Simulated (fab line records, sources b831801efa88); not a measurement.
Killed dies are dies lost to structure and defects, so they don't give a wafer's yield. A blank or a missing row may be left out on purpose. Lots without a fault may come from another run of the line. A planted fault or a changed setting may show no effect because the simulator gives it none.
Which tool did it? | flow gf180mcu | 8 lots, 24 wafers sampled, at 3 steps of a route of 602

WHAT THE GAUGES READ, wafer by wafer
GF_VT_IMPLANT_TW_MEAS_21. Usual: VT_IMPLANT_2_TW 1220, standard deviation 5.6.
lot  | measured    | on            | VT_IMPLANT_2_TW | flag
L788 | day 6 10:07 | film_metro-03 | 1217 1218 1218  |
L789 | day 6 13:17 | film_metro-03 | 1218 1214 1216  |
L790 | day 6 19:18 | film_metro-03 | 1222 1210 1213  |
L791 | day 7 03:49 | film_metro-02 | 1226 1226 1224  |
L795 | day 8 05:04 | film_metro-03 | 1207 1207 1211  |
L797 | day 8 20:58 | film_metro-02 | 884 884 884     | OFF
L798 | day 9 02:04 | film_metro-01 | 877 882 877     | OFF
L799 | day 9 07:31 | film_metro-03 | 880 885 880     | OFF

GF_HV_LDD_OVL_MEAS_32. Usual: HV_LDD_02_OVL -0.4 nm, standard deviation 1.2.
lot  | measured     | on         | HV_LDD_02_OVL (nm) | flag
L788 | day 11 15:16 | overlay-01 | -2.1 -1.9 0.1      |
L789 | day 11 20:17 | overlay-01 | 0.8 -0.1 1.8       |
L790 | day 12 05:28 | overlay-01 | -0.1 -1.8 -2.0     |
L791 | day 12 16:37 | overlay-01 | -0.9 0.1 0.9       |
L795 | day 14 00:04 | overlay-01 | -1.2 -1.4 -1.3     |
L797 | day 14 17:49 | overlay-01 | 0.4 -0.2 -0.2      |
L798 | day 15 00:58 | overlay-02 | 0.5 0.6 -0.5       |
L799 | day 15 06:11 | overlay-01 | -0.1 -0.6 -0.1     |

WHICH TOOL RAN EACH LOT (tool, then ch and the chambers of the sampled wafers, then the start)
lot  | GF_VT_IMPLANT_IMPLANT_19
L788 | implanter-02 ch 0, day 6 09:52
L789 | implanter-02 ch 0, day 6 13:02
L790 | implanter-04 ch 0, day 6 19:04
L791 | implanter-02 ch 0, day 7 03:34
L795 | implanter-04 ch 0, day 8 04:49
L797 | implanter-02 ch 0, day 8 20:43
L798 | implanter-01 ch 0, day 9 01:49
L799 | implanter-04 ch 0, day 9 07:16
- GF_VT_IMPLANT_IMPLANT_19

WHAT THE TOOLS THEMSELVES READ (means of the sampled wafers that have a number; where no wafer has one, the mark that the record gives instead)
GF_VT_IMPLANT_IMPLANT_19. Usual: end_station_pressure_torr 5.02e-06 Torr, standard deviation 2.8e-07.
lot  | tool         | end_station_pressure_torr (Torr) | flag
L788 | implanter-02 | 4.91e-06                         |
L789 | implanter-02 | 5.14e-06                         |
L790 | implanter-04 | 4.68e-06                         |
L791 | implanter-02 | 4.95e-06                         |
L795 | implanter-04 | 4.92e-06                         |
L797 | implanter-02 | 5.12e-06                         |
L798 | implanter-01 | 4.98e-06                         |
L799 | implanter-04 | 4.82e-06                         |

THE ANSWER, worked out from the rows above alone
Rule: a lot is off if the mean of its wafers that have a number lies more than 3 standard deviations from the usual mean. A lot without any number at a reading at which 4 lots or more have one is off too. The other lots that the step has rows for count as sound. The gauges are gone through in route order, then the tools' own readings, and for those a lot's mean is taken as printed above. The first step at which some lot is off is used, and at that step the reading that is off furthest; a lot without a number counts as furthest.
Off: L797, L798, L799, at GF_VT_IMPLANT_TW_MEAS_21 (VT_IMPLANT_2_TW).
A tool fits if, at a process step before that reading, it ran every lot that is off, and no sound lot after the first of them. The gauges at GF_VT_IMPLANT_TW_MEAS_21 are tried like those tools. None of those tried fits.

WHAT THE SIMULATOR HAD PUT IN
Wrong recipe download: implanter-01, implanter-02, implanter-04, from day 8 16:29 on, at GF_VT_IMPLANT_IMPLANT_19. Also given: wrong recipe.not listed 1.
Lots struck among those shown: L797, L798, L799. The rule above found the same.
